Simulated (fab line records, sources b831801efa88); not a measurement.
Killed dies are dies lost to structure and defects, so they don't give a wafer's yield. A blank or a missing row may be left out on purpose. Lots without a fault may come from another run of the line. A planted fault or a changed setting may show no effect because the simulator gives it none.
Which tool did it? | flow gf180mcu | 14 lots, 42 wafers sampled, at 5 steps of a route of 602

WHAT THE GAUGES READ, wafer by wafer
GF_STI_THK_MEAS_04. Usual: STI_CVD_03_THK 207.7 nm, standard deviation 2.
lot  | measured    | on            | STI_CVD_03_THK (nm) | flag
L386 | day 1 13:34 | film_metro-01 | 208.3 209.1 209.2   |
L387 | day 1 19:04 | film_metro-02 | 203.6 205.4 205.8   |
L389 | day 2 05:55 | film_metro-02 | 209.3 211.8 210.6   |
L392 | day 2 19:35 | film_metro-01 | 208.4 209.7 208.5   |
L394 | day 3 05:45 | film_metro-01 | 206.9 208.0 207.4   |
L395 | day 3 10:38 | film_metro-02 | 211.7 210.6 212.0   |
L396 | day 3 15:35 | film_metro-04 | 208.0 209.1 209.5   |
L398 | day 4 01:34 | film_metro-02 | 208.9 211.8 208.4   |
L401 | day 4 16:34 | film_metro-02 | 207.5 205.8 207.0   |
L405 | day 5 13:39 | film_metro-01 | 205.1 205.1 205.6   |
L406 | day 5 17:34 | film_metro-04 | 203.4 203.7 203.9   |
L407 | day 6 00:38 | film_metro-02 | 205.5 206.3 204.9   |
L408 | day 6 05:37 | film_metro-04 | 207.0 208.7 207.3   |
L409 | day 6 10:02 | film_metro-04 | 206.1 206.5 206.8   |

GF_MVPSD_OVL_MEAS_07. Usual: MVPSD_OVL -0.1 nm, standard deviation 1.2.
lot  | measured     | on         | MVPSD_OVL (nm) | flag
L386 | day 5 00:19  | overlay-02 | -1.1 0.4 -0.9  |
L387 | day 5 05:58  | overlay-02 | -0.6 -0.8 -0.3 |
L389 | day 5 19:58  | overlay-01 | 1.8 -0.8 0.9   |
L392 | day 6 10:52  | overlay-02 | -0.5 -1.6 -1.5 |
L394 | day 6 22:51  | overlay-01 | 0.1 -0.1 1.9   |
L395 | day 7 06:13  | overlay-02 | -0.4 -1.0 -1.6 |
L396 | day 7 11:46  | overlay-02 | 0.7 0.0 -0.3   |
L398 | day 7 22:26  | overlay-01 | 1.7 1.9 1.1    |
L401 | day 8 16:01  | overlay-02 | -0.9 0.3 -2.5  |
L405 | day 9 20:44  | overlay-01 | 0.9 2.5 2.2    |
L406 | day 9 23:11  | overlay-01 | 0.1 -1.4 0.8   |
L407 | day 10 07:45 | overlay-01 | 0.3 0.3 1.4    |
L408 | day 10 12:51 | overlay-01 | 1.6 -1.1 0.3   |
L409 | day 10 18:58 | overlay-02 | -2.3 -1.8 -2.8 |

GF_VT_IMPLANT_OVL_MEAS_07. Usual: VT_IMPLANT_OVL 1.1 nm, standard deviation 1.2.
lot  | measured     | on         | VT_IMPLANT_OVL (nm) | flag
L386 | day 5 14:38  | overlay-02 | 1.9 1.2 0.6         |
L387 | day 5 20:55  | overlay-02 | -0.4 2.9 2.1        |
L389 | day 6 10:31  | overlay-01 | 0.1 1.2 1.2         |
L392 | day 7 02:32  | overlay-02 | 0.1 -0.2 0.6        |
L394 | day 7 14:32  | overlay-02 | -0.2 -1.6 1.5       |
L395 | day 7 22:43  | overlay-02 | 2.4 2.2 -0.7        |
L396 | day 8 04:12  | overlay-02 | 2.0 1.4 -0.7        |
L398 | day 8 15:02  | overlay-02 | 0.3 1.1 2.2         |
L401 | day 9 08:54  | overlay-01 | 1.1 3.3 3.1         |
L405 | day 10 14:51 | overlay-01 | 0.2 1.4 0.4         |
L406 | day 10 17:10 | overlay-01 | 0.3 -1.3 1.8        |
L407 | day 11 01:59 | overlay-01 | 2.5 2.8 3.8         |
L408 | day 11 07:20 | overlay-01 | 2.6 1.7 3.8         |
L409 | day 11 14:16 | overlay-01 | 1.2 0.5 2.1         |

GF_VT_IMPLANT_TW_MEAS_43. Usual: VT_IMPLANT_4_TW 685, standard deviation 6.4.
lot  | measured     | on            | VT_IMPLANT_4_TW         | flag
L386 | day 7 11:04  | film_metro-03 | 689 689 695             |
L387 | day 7 18:53  | film_metro-02 | 687 688 685             |
L389 | day 8 10:20  | film_metro-02 | 687 691 687             |
L392 | day 9 02:44  | film_metro-01 | 675 679 675             |
L394 | day 9 16:22  | film_metro-01 | 676 674 676             |
L395 | day 10 02:34 | film_metro-03 | 691 693 693             |
L396 | day 10 07:59 | film_metro-01 | 681 681 680             |
L398 | day 10 20:04 | film_metro-02 | 740 735 736 734 735 736 | OFF
L401 | day 11 15:29 | film_metro-03 | 740 739 743 738 740 741 | OFF
L405 | day 13 00:03 | film_metro-01 | 676 680 676             |
L406 | day 13 03:43 | film_metro-01 | 682 676 674             |
L407 | day 13 13:08 | film_metro-01 | 678 676 675             |
L408 | day 13 18:10 | film_metro-02 | 685 688 688             |
L409 | day 14 01:48 | film_metro-03 | 689 689 692             |

WHICH TOOL RAN EACH LOT (tool, then ch and the chambers of the sampled wafers, then the start)
lot  | GF_VT_IMPLANT_IMPLANT_41
L386 | implanter-01 ch 0, day 7 10:50
L387 | implanter-04 ch 0, day 7 18:40
L389 | implanter-01 ch 0, day 8 10:08
L392 | implanter-01 ch 0, day 9 02:31
L394 | implanter-01 ch 0, day 9 16:08
L395 | implanter-03 ch 0, day 10 02:19
L396 | implanter-03 ch 0, day 10 07:46
L398 | implanter-03 ch 0, day 10 19:50
L401 | implanter-03 ch 0, day 11 15:15
L405 | implanter-01 ch 0, day 12 23:50
L406 | implanter-01 ch 0, day 13 03:28
L407 | implanter-01 ch 0, day 13 12:54
L408 | implanter-04 ch 0, day 13 17:56
L409 | implanter-04 ch 0, day 14 01:36
- GF_VT_IMPLANT_IMPLANT_41

WHAT THE TOOLS THEMSELVES READ (means of the sampled wafers that have a number; where no wafer has one, the mark that the record gives instead)
GF_VT_IMPLANT_IMPLANT_41. Usual: beam_energy_keV 69.993, standard deviation 0.024; dose_ions_cm2 1.0132e+12, standard deviation 1.2e+09; faraday_current_uA 5.72, standard deviation 0.11.
lot  | tool         | beam_energy_keV | dose_ions_cm2 | faraday_current_uA | flag
L386 | implanter-01 | 69.964          | 1.0131e+12    | 5.56               |
L387 | implanter-04 | 69.989          | 1.0125e+12    | 5.78               |
L389 | implanter-01 | 69.993          | 1.0134e+12    | 5.79               |
L392 | implanter-01 | 69.982          | 1.0139e+12    | 5.75               |
L394 | implanter-01 | 69.996          | 1.0121e+12    | 5.70               |
L395 | implanter-03 | 70.004          | 1.0137e+12    | 5.82               |
L396 | implanter-03 | 69.975          | 1.0120e+12    | 5.78               |
L398 | implanter-03 | 89.080          | 1.0148e+12    | 5.63               | OFF
L401 | implanter-03 | 89.099          | 1.0126e+12    | 5.68               | OFF
L405 | implanter-01 | 70.022          | 1.0126e+12    | 5.83               |
L406 | implanter-01 | 70.007          | 1.0137e+12    | 5.73               |
L407 | implanter-01 | 70.003          | 1.0132e+12    | 5.72               |
L408 | implanter-04 | 70.012          | 1.0127e+12    | 5.74               |
L409 | implanter-04 | 69.997          | 1.0122e+12    | 5.78               |

THE ANSWER, worked out from the rows above alone
Rule: a lot is off if the mean of its wafers that have a number lies more than 3 standard deviations from the usual mean. A lot without any number at a reading at which 4 lots or more have one is off too. The other lots that the step has rows for count as sound. The gauges are gone through in route order, then the tools' own readings, and for those a lot's mean is taken as printed above. The first step at which some lot is off is used, and at that step the reading that is off furthest; a lot without a number counts as furthest.
Off: L398, L401, at GF_VT_IMPLANT_TW_MEAS_43 (VT_IMPLANT_4_TW).
A tool fits if, at a process step before that reading, it ran every lot that is off, and no sound lot after the first of them. The gauges at GF_VT_IMPLANT_TW_MEAS_43 aren't tried: what is off there is off at GF_VT_IMPLANT_IMPLANT_41 too, on other tools, and a gauge's error can't cause that. One fits: implanter-03 at GF_VT_IMPLANT_IMPLANT_41. Its last sound lot is L396 (day 10 07:46), its first lot that is off L398 (day 10 19:50): a fault that began between those two fits.
The tool's own readings at GF_VT_IMPLANT_IMPLANT_41 bear it out: on the lots that are off they differ by more than 5 times the standard deviation of the sound lots' means. beam_energy_keV reads 89.090 there against 69.995 on the sound lots.

WHAT THE SIMULATOR HAD PUT IN
Process parameter drift: implanter-03, from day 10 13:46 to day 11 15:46, at GF_VT_IMPLANT_IMPLANT_41. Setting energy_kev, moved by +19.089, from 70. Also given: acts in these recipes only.
Lots struck among those shown: L398, L401. The rule above found the same.
